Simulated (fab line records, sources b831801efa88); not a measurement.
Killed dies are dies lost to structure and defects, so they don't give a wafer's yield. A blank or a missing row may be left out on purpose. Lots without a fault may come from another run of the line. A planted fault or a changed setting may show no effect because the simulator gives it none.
fab line records | flow sky130
record lots=13 wafers=37 last_day=51
route steps=708 shown FIELD_ISO@3 SONOS_ONO@169 CONTACT@424 VIA4@639 PAD_OPEN@708
lots that met no fault: from a run of the same line without faults
start_h: hours from the record's first day to the start of the lot's first wafer shown | wait_h: hours since the lot's step before | " the same as in the row above | L1.1+2: a row that stands for several wafers | - no value, or no start given | * or withheld: withheld | < > ~ a bound
route shown NAME@n: a module of which the file shows steps, and the number in the route of the first | usual: mean/standard deviation of fault-free wafers | same: alike in all rows | chamber/n: place in a boat | sites: the reading at each site | _std_site: their standard deviation | _edge_site: outer sites' mean less inner sites' | radius_mm: how far each site lies from the wafer's centre | mask NAME#n: copy n | behind: the tool/chamber that last shaped the wafer | hold: why the lot was held/for how many hours/how that ended | device: the transistor (n, p or np) that didn't switch | end of line: the same wafers' tests at the end of the route | a step without rows: its recipe alone | killed: dies lost to structure and defects at the first sort, not the wafer's yield | map: a wafer's dies, x killed, . not, _ none there
set.NAME: the setting as run; set.NAME@STEP: as run at that earlier step | model.NAME: the simulator's own value behind a step, which no gauge read
steps of the route over a sample of lots; a table a step, a row a wafer
services: from which hour (start_h, from the record's first day; less than 0 if before it) a tool's chamber was out of use, for how many hours, and why
## steps
# step SKY_FIELD_ISO_THK_MEAS_02
# recipe reads=SiO2_of_FIELD_ISO_OXIDATION_01
# usual FIELD_ISO_OXIDATION_00_THK=12.03/0.22
# columns lot.wafer tool chamber start_h wait_h FIELD_ISO_OXIDATION_00_THK[nm]
L980.3 film_metro-01 - 13.32 0.0 12.31
L980.4 " - " " 12.27
L980.6 " - " " 12.26
L981.1 film_metro-02 - 16.63 0.0 12.08
L981.4 " - " " 12.06
L981.5 " - " " 12.25
L982.1 film_metro-01 - 22.31 0.0 12.41
L982.3 " - " " 12.25
L982.5 " - " " 12.33
L983.1 film_metro-04 - 26.66 0.0 11.48
L983.2 " - " " 11.71
L983.5 " - " " 11.48
L984.1 film_metro-01 - 32.65 0.0 11.63
L984.3 " - " " 11.68
L984.5 " - " " 11.69
L986.2 film_metro-04 - 42.17 0.0 12.14
L986.3 " - " " 12.11
L987.2 film_metro-04 - 47.76 0.0 12.12
L987.3 " - " " 11.99
L987.6 " - " " 12.16
L988.2 film_metro-04 - 52.39 0.0 12.02
L988.3 " - " " 12.07
L998.2 film_metro-02 - 102.25 0.0 12.02
L998.4 " - " " 12.11
L998.5 " - " " 11.87
L999.1 film_metro-02 - 107.52 0.0 11.68
L999.3 " - " " 11.76
L999.4 " - " " 11.80
L100.1 film_metro-04 - 112.02 0.0 11.92
L100.3 " - " " 12.06
L100.6 " - " " 11.91
L101.2 film_metro-01 - 117.76 0.0 11.65
L101.4 " - " " 11.84
L101.5 " - " " 11.99
L103.1 film_metro-04 - 129.50 0.0 11.92
L103.3 " - " " 11.94
L103.6 " - " " 11.91
# step SKY_SONOS_ONO_THK_MEAS_01
# recipe reads=SiO2_of_SONOS_ONO_OXIDATION_00
# usual SONOS_ONO_OXIDATION_THK=2.60/0.065
# columns lot.wafer tool chamber start_h wait_h SONOS_ONO_OXIDATION_THK[nm]
L980.3 film_metro-01 - 256.10 0.0 2.49
L980.4 " - " " 2.55
L980.6 " - " " 2.59
L981.1 film_metro-04 - 258.68 0.0 2.48
L981.4 " - " " 2.57
L981.5 " - " " 2.54
L982.1 film_metro-04 - 264.45 0.0 2.49
L982.3 " - " " 2.53
L982.5 " - " " 2.55
L983.1 film_metro-01 - 275.74 0.0 2.48
L983.2 " - " " 2.52
L983.5 " - " " 2.55
L984.1 film_metro-02 - 284.98 0.0 2.54
L984.3 " - " " 2.64
L984.5 " - " " 2.63
L986.2 film_metro-02 - 297.02 0.0 2.57
L986.3 " - " " 2.60
L987.2 film_metro-01 - 305.79 0.0 2.59
L987.3 " - " " 2.53
L987.6 " - " " 2.55
L988.2 film_metro-04 - 314.49 0.0 2.51
L988.3 " - " " 2.50
L998.2 film_metro-04 - 394.35 0.0 2.66
L998.4 " - " " 2.68
L998.5 " - " " 2.60
L999.1 film_metro-04 - 404.29 0.0 2.72
L999.3 " - " " 2.73
L999.4 " - " " 2.71
L100.1 film_metro-02 - 408.32 0.0 2.65
L100.3 " - " " 2.65
L100.6 " - " " 2.69
L101.2 film_metro-01 - 417.85 0.0 2.67
L101.4 " - " " 2.67
L101.5 " - " " 2.63
L103.1 film_metro-01 - 457.59 0.0 2.67
L103.3 " - " " 2.63
L103.6 " - " " 2.69
# step SKY_CONTACT_ETCH_18
# recipe target=Si3N4 chemistry=CHF3/O2 stop_on=TiN source_w=600 bias_w=200 pressure_mtorr=40 chf3_flow_sccm=50 O2_flow_sccm=5 time_s=39 target_depth_a=750
# usual drypump_motor_current_A=5.6/0.43 oes_product_au=0.853/0.009 rf_fwd_power_W=594.1/2.8 throttle_valve_pct=8.793/0.0093
# same time_s=39
# columns lot.wafer tool chamber start_h wait_h drypump_motor_current_A oes_product_au rf_fwd_power_W rf_hours_counter_h throttle_valve_pct
L980.3 rie_diel-01 1 - - 6.0 0.851 597.4 11 8.791
L980.4 " 1 " " 5.9 0.851 592.6 - 8.794
L980.6 " 2 " " 5.9 0.851 596.2 - 8.796
L981.1 rie_diel-03 1 - - 5.1 0.846 600.6 8 8.786
L981.4 " 0 " " 6.3 0.856 595.0 16 8.796
L981.5 " 3 " " 6.3 0.852 594.9 - 8.779
L982.1 rie_diel-04 2 - - 5.4 0.857 595.6 15 8.804
L982.3 " 1 " " 4.9 0.844 590.6 12 8.795
L982.5 " 1 " " 4.9 0.854 593.1 - 8.787
L983.1 rie_diel-03 3 - - 6.3 0.851 597.3 39 8.785
L983.2 " 2 " " 5.4 0.826 588.3 18 8.785
L983.5 " 1 " " 5.1 0.848 593.2 - 8.790
L984.1 rie_diel-01 0 - - 5.6 0.843 589.8 10 8.781
L984.3 " 2 " " 5.9 0.849 594.7 19 8.783
L984.5 " 3 " " 5.9 0.853 591.7 - 8.792
L986.2 rie_diel-04 0 - - 5.3 0.848 594.6 13 8.799
L986.3 " 2 " " 5.4 0.852 594.9 16 8.795
L987.2 rie_diel-03 0 - - 6.3 0.840 598.6 17 8.789
L987.3 " 2 " " 5.4 0.836 593.6 19 8.779
L987.6 " 0 " " 6.3 0.848 595.6 - 8.785
L988.2 rie_diel-01 1 - - 6.0 0.847 591.8 13 8.792
L988.3 " 0 " " 5.6 0.861 588.7 10 8.797
L998.2 rie_diel-01 2 - - 5.9 0.851 593.9 22 8.789
L998.4 " 3 " " 5.9 0.851 589.3 2 8.796
L998.5 " 2 " " 5.9 0.858 594.2 - 8.791
L999.1 rie_diel-04 0 - - 5.3 0.850 595.0 16 8.773
L999.3 " 2 " " 5.4 0.859 593.7 19 8.813
L999.4 " 1 " " 4.9 0.844 594.9 17 8.802
L100.1 rie_diel-04 0 - - 5.3 0.851 593.8 16 8.796
L100.3 " 2 " " 5.4 0.848 596.9 19 8.792
L100.6 " 1 " " 4.9 0.855 596.0 - 8.786
L101.2 rie_diel-01 3 - - 5.9 0.847 590.9 3 8.795
L101.4 " 1 " " 5.9 0.842 594.6 17 8.786
L101.5 " 1 " " 5.9 0.856 597.2 - 8.786
L103.1 rie_diel-01 1 - - 5.9 0.848 594.5 18 8.787
L103.3 " 0 " " 5.6 0.868 590.0 15 8.787
L103.6 " 1 " " 5.9 0.842 594.1 - 8.791
# step SKY_VIA4_HDPCVD_00
# recipe material=SiO2 target_thk_nm=1750 sigma_open_frac=0.3 time_s=291.7 temp_c=400 sih4_flow_sccm=60 pressure_mtorr=6
# columns lot.wafer tool chamber start_h wait_h
L980.3+4+6 hdpcvd-02 1,2,1 979.53 0.0
L981.1+4+5 hdpcvd-02 0,0,2 982.34 0.0
L982.1+3+5 hdpcvd-01 2,0,2 988.78 0.0
L983.1+2+5 hdpcvd-01 0,1,2 998.61 0.0
L984.1+3+5 hdpcvd-02 1,0,0 1006.48 0.0
L986.2+3 hdpcvd-02 2,0 1018.82 0.0
L987.2+3+6 hdpcvd-02 1,2,0 1028.29 0.0
L988.2+3 hdpcvd-02 0,2 1036.33 0.0
L998.2+4+5 hdpcvd-02 0,0,2 1093.46 0.1
L999.1+3+4 hdpcvd-01 2,0,1 1097.57 0.0
L100.1+3+6 hdpcvd-02 2,0,0 1102.26 0.0
L101.2+4+5 hdpcvd-01 2,0,0 1114.11 0.0
L103.1+3+6 hdpcvd-02 1,2,2 1142.91 0.0
# step SKY_VIA4_THK_MEAS_01
# recipe reads=SiO2_of_VIA4_HDPCVD_00
# usual VIA4_HDPCVD_THK=1728/21
# columns lot.wafer tool chamber start_h wait_h VIA4_HDPCVD_THK[nm]
L980.3 film_metro-01 - 979.73 0.1 1748
L980.4 " - " " 1724
L980.6 " - " " 1734
L981.1 film_metro-01 - 982.52 0.1 1761
L981.4 " - " " 1751
L981.5 " - " " 1710
L982.1 film_metro-02 - 988.96 0.1 1708
L982.3 " - " " 1720
L982.5 " - " " 1690
L983.1 film_metro-04 - 998.79 0.1 1742
L983.2 " - " " 1740
L983.5 " - " " 1710
L984.1 film_metro-04 - 1006.66 0.1 1742
L984.3 " - " " 1776
L984.5 " - " " 1763
L986.2 film_metro-04 - 1019.01 0.1 1708
L986.3 " - " " 1214
L987.2 film_metro-01 - 1028.48 0.1 1707
L987.3 " - " " 1197
L987.6 " - " " 1247
L988.2 film_metro-04 - 1036.52 0.1 1741
L988.3 " - " " 1195
L998.2 film_metro-04 - 1093.65 0.1 1757
L998.4 " - " " 1756
L998.5 " - " " 1705
L999.1 film_metro-01 - 1097.75 0.1 1724
L999.3 " - " " 1684
L999.4 " - " " 1735
L100.1 film_metro-02 - 1102.44 0.1 1749
L100.3 " - " " 1751
L100.6 " - " " 1756
L101.2 film_metro-04 - 1114.38 0.2 1707
L101.4 " - " " 1698
L101.5 " - " " 1695
L103.1 film_metro-02 - 1143.09 0.1 1707
L103.3 " - " " 1721
L103.6 " - " " 1710
# step SKY_PAD_OPEN_PROBE_99
# usual defect_limited_yield=82.6/1.8 killed_at_M0_to_M3=43/6.5 killed_at_M4_up=3.1/1.8 killed_at_contacts=24/5.6 killed_at_front_end=15/4.2 killed_at_other=0.3/0.5 killed_dies=86/8.9 killed_open=47/6.9 killed_short=39/5.9
# same gross_dies=492 killed_at_back_side=0
# columns lot.wafer tool chamber start_h wait_h defect_limited_yield[%] killed_at_M0_to_M3 killed_at_M4_up killed_at_contacts killed_at_front_end killed_at_other killed_dies killed_open killed_short
L980.3 prober-01 - 1073.62 0.2 83.3 45 3 17 17 0 82 46 36
L980.4 prober-01 - 1073.67 0.2 81.5 50 4 23 14 0 91 40 51
L980.6 prober-01 - 1073.77 0.2 80.5 50 2 29 15 0 96 52 44
L981.1 prober-02 - 1076.89 0.1 83.3 39 5 22 16 0 82 45 37
L981.4 prober-02 - 1077.04 0.2 87.0 29 3 17 15 0 64 34 30
L981.5 prober-02 - 1077.09 0.2 81.5 49 4 19 18 1 91 54 37
L982.1 prober-01 - 1082.85 0.1 82.5 52 2 22 10 0 86 48 38
L982.3 prober-01 - 1082.95 0.2 82.5 42 3 26 15 0 86 46 39
L982.5 prober-01 - 1083.05 0.2 83.9 49 4 10 15 1 79 32 46
L983.1 prober-02 - 1091.57 0.1 81.1 50 4 23 16 0 93 51 42
L983.2 prober-02 - 1091.62 0.1 82.7 43 3 19 19 1 85 50 35
L983.5 prober-02 - 1091.77 0.2 82.5 49 2 20 13 2 86 44 42
L984.1 prober-01 - 1096.98 0.1 83.5 39 4 27 11 0 81 42 39
L984.3 prober-01 - 1097.08 0.2 81.1 43 4 25 21 0 93 50 43
L984.5 prober-01 - 1097.18 0.2 84.6 34 1 24 17 0 76 32 44
L986.2 prober-02 - 1109.98 0.1 84.8 42 3 21 9 0 75 45 30
L986.3 prober-02 - 1110.03 0.2 83.9 40 3 17 19 0 79 37 42
L987.2 prober-01 - 1115.75 0.1 78.5 61 2 30 13 0 106 68 38
L987.3 prober-01 - 1115.80 0.2 82.7 34 2 29 19 1 85 51 34
L987.6 prober-01 - 1115.95 0.2 82.5 40 4 28 12 2 86 53 33
L988.2 prober-02 - 1124.46 0.1 83.5 41 7 16 16 1 81 45 36
L988.3 prober-02 - 1124.51 0.2 85.8 32 3 22 13 0 70 39 31
L998.2 prober-02 - 1174.91 0.1 82.1 45 5 30 8 0 88 50 38
L998.4 prober-02 - 1175.01 0.2 82.9 49 0 22 13 0 84 49 35
L998.5 prober-02 - 1175.06 0.2 83.9 40 4 18 17 0 79 43 36
L999.1 prober-01 - 1176.53 0.1 82.1 46 4 27 11 0 88 43 45
L999.3 prober-01 - 1176.63 0.2 80.1 50 7 27 13 1 98 50 48
L999.4 prober-01 - 1176.68 0.2 83.7 40 1 25 14 0 80 46 34
L100.1 prober-02 - 1180.46 0.1 82.3 50 2 28 7 0 87 45 42
L100.3 prober-02 - 1180.56 0.2 81.3 51 2 26 13 0 92 52 40
L100.6 prober-02 - 1180.71 0.2 83.9 39 4 22 14 0 79 47 32
L101.2 prober-01 - 1189.46 0.1 85.4 39 0 20 13 0 72 40 32
L101.4 prober-01 - 1189.56 0.2 86.0 32 1 23 13 0 69 34 35
L101.5 prober-01 - 1189.61 0.2 85.0 36 1 29 7 1 74 45 29
L103.1 prober-02 - 1212.03 0.1 78.7 47 0 37 21 0 105 50 55
L103.3 prober-02 - 1212.13 0.2 81.5 34 7 40 10 0 91 42 49
L103.6 prober-02 - 1212.28 0.2 79.5 56 4 28 13 0 101 59 42
# killed by level:class
L980.3 VIA1:geometric_particle:open=12 METAL1:geometric_particle:short=10 FIELD_ISO:geometric_particle:open=7 CONTACT:geometric_particle:open=7 POLY_GATE:geometric_particle:open=5 METAL2:geometric_particle:short=5 VIA2:geometric_particle:open=5 CONTACT:geometric_particle:short=4
L980.4 METAL1:geometric_particle:short=14 VIA1:geometric_particle:open=8 LI_CONTACT:geometric_particle:open=7 VIA3:geometric_particle:open=7 CONTACT:geometric_particle:open=6 FIELD_ISO:geometric_particle:short=5 CONTACT:geometric_particle:short=5 METAL2:geometric_particle:short=5
L980.6 METAL2:geometric_particle:short=10 VIA3:geometric_particle:open=9 LI_CONTACT:geometric_particle:open=8 VIA2:geometric_particle:open=7 CONTACT:geometric_particle:open=7 VIA1:geometric_particle:open=7 CONTACT:geometric_particle:short=6 LOCAL_INTERCONNECT:geometric_particle:short=6
L981.1 VIA1:geometric_particle:open=11 CONTACT:geometric_particle:open=10 CONTACT:geometric_particle:short=6 VIA3:geometric_particle:open=5 FIELD_ISO:geometric_particle:open=4 FIELD_ISO:geometric_particle:short=4 METAL2:geometric_particle:short=4 VIA2:geometric_particle:short=4
L981.4 LI_CONTACT:geometric_particle:open=9 FIELD_ISO:geometric_particle:short=6 VIA1:geometric_particle:open=6 CONTACT:geometric_particle:open=4 VIA2:geometric_particle:open=4 METAL2:geometric_particle:short=4 POLY_GATE:geometric_particle:open=3 SPACER:geometric_particle:short=3
L981.5 VIA3:geometric_particle:open=10 VIA1:geometric_particle:open=9 METAL2:geometric_particle:short=7 VIA2:geometric_particle:open=7 CONTACT:geometric_particle:open=6 POLY_GATE:geometric_particle:open=5 FIELD_ISO:geometric_particle:short=4 LI_CONTACT:geometric_particle:open=4
L982.1 VIA1:geometric_particle:open=15 VIA3:geometric_particle:open=8 VIA1:geometric_particle:short=7 LI_CONTACT:geometric_particle:open=7 VIA2:geometric_particle:open=7 CONTACT:geometric_particle:short=5 CONTACT:geometric_particle:open=5 METAL2:geometric_particle:short=5
L982.3 VIA1:geometric_particle:open=12 LI_CONTACT:geometric_particle:open=9 CONTACT:geometric_particle:open=8 METAL1:geometric_particle:short=7 FIELD_ISO:geometric_particle:open=5 CONTACT:geometric_particle:short=5 VIA1:geometric_particle:short=5 METAL2:geometric_particle:short=5
L982.5 VIA1:geometric_particle:open=11 METAL2:geometric_particle:short=9 VIA3:geometric_particle:open=7 METAL1:geometric_particle:short=6 POLY_GATE:geometric_particle:short=5 CONTACT:geometric_particle:short=5 VIA1:geometric_particle:short=5 VIA2:geometric_particle:open=5
L983.1 VIA3:geometric_particle:open=9 METAL2:geometric_particle:short=9 LI_CONTACT:geometric_particle:open=8 VIA1:geometric_particle:open=8 CONTACT:geometric_particle:open=7 METAL1:geometric_particle:open=6 FIELD_ISO:geometric_particle:short=5 POLY_GATE:geometric_particle:short=4
L983.2 VIA1:geometric_particle:open=9 VIA3:geometric_particle:open=9 LI_CONTACT:geometric_particle:open=7 FIELD_ISO:geometric_particle:open=6 CONTACT:geometric_particle:open=5 METAL1:geometric_particle:short=5 METAL2:geometric_particle:short=5 VIA2:geometric_particle:open=5
L983.5 VIA1:geometric_particle:short=8 METAL2:geometric_particle:short=8 VIA3:geometric_particle:open=8 VIA1:geometric_particle:open=6 CONTACT:geometric_particle:open=6 CONTACT:geometric_particle:short=5 VIA2:geometric_particle:open=5 FIELD_ISO:geometric_particle:open=3
L984.1 CONTACT:geometric_particle:open=12 VIA1:geometric_particle:open=9 METAL1:geometric_particle:short=8 VIA3:geometric_particle:open=7 CONTACT:geometric_particle:short=5 LI_CONTACT:geometric_particle:short=4 LOCAL_INTERCONNECT:geometric_particle:short=4 VIA1:geometric_particle:short=4
L984.3 VIA1:geometric_particle:open=12 CONTACT:geometric_particle:open=10 LI_CONTACT:geometric_particle:open=7 METAL2:geometric_particle:short=7 POLY_GATE:geometric_particle:open=6 VIA3:geometric_particle:open=6 FIELD_ISO:geometric_particle:short=5 FIELD_ISO:geometric_particle:open=4
L984.5 CONTACT:geometric_particle:open=7 CONTACT:geometric_particle:short=7 METAL2:geometric_particle:short=7 VIA1:geometric_particle:open=6 VIA3:geometric_particle:open=6 LOCAL_INTERCONNECT:geometric_particle:short=5 POLY_GATE:geometric_particle:short=4 METAL1:geometric_particle:short=4
L986.2 VIA1:geometric_particle:open=15 CONTACT:geometric_particle:open=11 LI_CONTACT:geometric_particle:open=6 FIELD_ISO:geometric_particle:short=5 VIA1:geometric_particle:short=5 VIA2:geometric_particle:short=5 METAL3:geometric_particle:short=4 VIA3:geometric_particle:open=3
L986.3 VIA1:geometric_particle:short=9 VIA1:geometric_particle:open=6 FIELD_ISO:geometric_particle:short=5 FIELD_ISO:geometric_particle:open=4 LI_CONTACT:geometric_particle:short=4 LI_CONTACT:geometric_particle:open=4 CONTACT:geometric_particle:open=4 VIA3:geometric_particle:open=4
L987.2 VIA1:geometric_particle:open=16 VIA2:geometric_particle:open=14 LI_CONTACT:geometric_particle:open=10 CONTACT:geometric_particle:open=9 METAL1:geometric_particle:short=8 CONTACT:geometric_particle:short=7 VIA1:geometric_particle:short=7 VIA3:geometric_particle:open=5
L987.3 VIA1:geometric_particle:open=13 CONTACT:geometric_particle:open=12 FIELD_ISO:geometric_particle:open=8 LI_CONTACT:geometric_particle:open=6 VIA1:geometric_particle:short=6 POLY_GATE:geometric_particle:short=4 LOCAL_INTERCONNECT:geometric_particle:short=4 CONTACT:geometric_particle:short=4
L987.6 CONTACT:geometric_particle:open=11 VIA1:geometric_particle:open=11 VIA2:geometric_particle:open=9 FIELD_ISO:geometric_particle:open=8 LI_CONTACT:geometric_particle:open=6 LOCAL_INTERCONNECT:geometric_particle:short=6 VIA1:geometric_particle:short=6 CONTACT:geometric_particle:short=4
L988.2 VIA1:geometric_particle:open=8 LI_CONTACT:geometric_particle:open=8 METAL1:geometric_particle:short=8 FIELD_ISO:geometric_particle:short=5 POLY_GATE:geometric_particle:open=5 VIA3:geometric_particle:open=5 METAL4:geometric_particle:short=5 CONTACT:geometric_particle:open=4
L988.3 VIA3:geometric_particle:open=8 LI_CONTACT:geometric_particle:open=7 VIA1:geometric_particle:open=7 CONTACT:geometric_particle:short=5 METAL2:geometric_particle:short=5 CONTACT:geometric_particle:open=4 LOCAL_INTERCONNECT:geometric_particle:short=4 FIELD_ISO:geometric_particle:short=3
L998.2 CONTACT:geometric_particle:open=11 LI_CONTACT:geometric_particle:open=8 VIA1:geometric_particle:open=6 VIA1:geometric_particle:short=6 LOCAL_INTERCONNECT:geometric_particle:short=5 VIA2:geometric_particle:open=5 VIA3:geometric_particle:open=5 CONTACT:geometric_particle:short=4
L998.4 VIA1:geometric_particle:open=16 CONTACT:geometric_particle:open=9 LI_CONTACT:geometric_particle:open=6 METAL3:geometric_particle:short=6 VIA3:geometric_particle:open=5 METAL1:geometric_particle:short=5 LOCAL_INTERCONNECT:geometric_particle:short=4 VIA2:geometric_particle:short=4
L998.5 VIA1:geometric_particle:open=10 CONTACT:geometric_particle:open=6 VIA1:geometric_particle:short=6 VIA3:geometric_particle:open=6 FIELD_ISO:geometric_particle:open=5 LI_CONTACT:geometric_particle:open=4 METAL1:geometric_particle:short=4 FIELD_ISO:geometric_particle:short=3
L999.1 CONTACT:geometric_particle:open=11 VIA1:geometric_particle:open=11 CONTACT:geometric_particle:short=7 METAL2:geometric_particle:short=7 VIA1:geometric_particle:short=6 LI_CONTACT:geometric_particle:open=6 POLY_GATE:geometric_particle:short=5 METAL1:geometric_particle:short=4
L999.3 VIA2:geometric_particle:open=11 CONTACT:geometric_particle:open=9 VIA1:geometric_particle:open=9 METAL1:geometric_particle:short=8 LI_CONTACT:geometric_particle:open=7 METAL4:geometric_particle:short=6 METAL2:geometric_particle:short=6 POLY_GATE:geometric_particle:open=5
L999.4 CONTACT:geometric_particle:open=11 VIA1:geometric_particle:open=10 LI_CONTACT:geometric_particle:open=6 VIA2:geometric_particle:open=5 VIA1:geometric_particle:short=5 VIA2:geometric_particle:short=4 METAL1:geometric_particle:short=4 METAL2:geometric_particle:short=4
L100.1 METAL2:geometric_particle:short=11 VIA3:geometric_particle:open=11 CONTACT:geometric_particle:open=10 VIA1:geometric_particle:open=10 LI_CONTACT:geometric_particle:open=8 FIELD_ISO:geometric_particle:short=4 LOCAL_INTERCONNECT:geometric_particle:short=4 VIA1:geometric_particle:short=4
L100.3 CONTACT:geometric_particle:open=9 VIA2:geometric_particle:open=9 METAL2:geometric_particle:short=8 METAL1:geometric_particle:short=8 VIA1:geometric_particle:open=8 LI_CONTACT:geometric_particle:open=7 LOCAL_INTERCONNECT:geometric_particle:short=5 VIA3:geometric_particle:open=5
L100.6 LI_CONTACT:geometric_particle:open=9 VIA1:geometric_particle:open=8 VIA2:geometric_particle:open=8 CONTACT:geometric_particle:open=6 VIA1:geometric_particle:short=5 VIA3:geometric_particle:open=5 POLY_GATE:geometric_particle:open=4 VIA3:geometric_particle:short=4
L101.2 VIA1:geometric_particle:open=15 VIA3:geometric_particle:open=7 LI_CONTACT:geometric_particle:short=6 VIA1:geometric_particle:short=6 POLY_GATE:geometric_particle:short=5 CONTACT:geometric_particle:open=4 POLY_GATE:geometric_particle:open=3 LI_CONTACT:geometric_particle:open=3
L101.4 FIELD_ISO:geometric_particle:short=6 LI_CONTACT:geometric_particle:open=6 LOCAL_INTERCONNECT:geometric_particle:short=6 CONTACT:geometric_particle:open=6 VIA1:geometric_particle:open=6 VIA1:geometric_particle:short=5 CONTACT:geometric_particle:short=4 METAL2:geometric_particle:short=4
L101.5 CONTACT:geometric_particle:open=13 LI_CONTACT:geometric_particle:open=11 VIA3:geometric_particle:open=7 VIA2:geometric_particle:short=6 VIA2:geometric_particle:open=5 METAL3:geometric_particle:short=5 METAL1:geometric_particle:short=4 LOCAL_INTERCONNECT:geometric_particle:short=3
L103.1 CONTACT:geometric_particle:open=14 CONTACT:geometric_particle:short=13 METAL1:geometric_particle:short=10 POLY_GATE:geometric_particle:short=7 VIA2:geometric_particle:open=7 METAL2:geometric_particle:short=5 FIELD_ISO:geometric_particle:open=4 LOCAL_INTERCONNECT:geometric_particle:open=4
L103.3 CONTACT:geometric_particle:open=12 CONTACT:geometric_particle:short=12 LI_CONTACT:geometric_particle:open=9 VIA1:geometric_particle:open=7 METAL4:geometric_particle:short=6 METAL1:geometric_particle:short=5 METAL2:geometric_particle:short=5 LOCAL_INTERCONNECT:geometric_particle:short=4
L103.6 VIA1:geometric_particle:open=12 LI_CONTACT:geometric_particle:open=10 CONTACT:geometric_particle:open=10 VIA3:geometric_particle:open=9 VIA2:geometric_particle:open=9 METAL2:geometric_particle:short=6 POLY_GATE:geometric_particle:open=6 METAL3:geometric_particle:short=5
## services
# columns tool chamber start_h hours kind
rie_diel-04 - 710.96 0.4 repair
rie_diel-04 3 711.32 10.7 repair
rie_diel-01 0 731.64 6.9 repair
rie_diel-04 3 745.15 2.8 repair
hdpcvd-01 - 746.63 0.9 repair
hdpcvd-02 - 770.12 0.3 repair
hdpcvd-01 - 791.96 5.7 repair
hdpcvd-02 1 793.96 4.4 repair
hdpcvd-02 - 872.14 0.9 repair
rie_diel-01 2 888.90 2.2 repair
rie_diel-01 - 907.19 4.3 pm
rie_diel-01 3 935.24 12.9 repair
rie_diel-01 - 937.72 0.6 repair
hdpcvd-02 - 950.25 15.0 pm
hdpcvd-02 1 965.62 4.8 repair
hdpcvd-01 - 971.82 2.7 repair
hdpcvd-02 2 987.51 2.3 repair
hdpcvd-02 - 991.52 0.7 repair
rie_diel-01 - 1019.02 2.1 repair
rie_diel-01 1 1027.49 4.0 repair
rie_diel-01 3 1059.60 6.3 repair
hdpcvd-01 - 1066.56 27.8 repair
rie_diel-01 2 1094.63 1.7 repair
hdpcvd-01 1 1113.32 7.5 repair
## key
first_sign step=SKY_VIA4_THK_MEAS_01 reading=VIA4_HDPCVD_THK direction=down sigmas=24 usual=1728 struck=1213
effect none on later readings
met_at SKY_VIA4_HDPCVD_00
struck_lots L986,L987,L988
struck_wafers L986.3,L987.3,L987.6,L988.3
not_acting_at SKY_FIELD_ISO_THK_MEAS_02,SKY_SONOS_ONO_THK_MEAS_01,SKY_CONTACT_ETCH_18
onset_between 1006.48 1018.82
fault kind=process_parameter_drift tool=hdpcvd-02 chamber=- onset_h=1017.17 steps=SKY_VIA4_HDPCVD_00 channel=target_thk_nm offset=-502.32 shape=step end_h=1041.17 scope=struck_wafers_only acts_in=these_recipes_only stated=1750
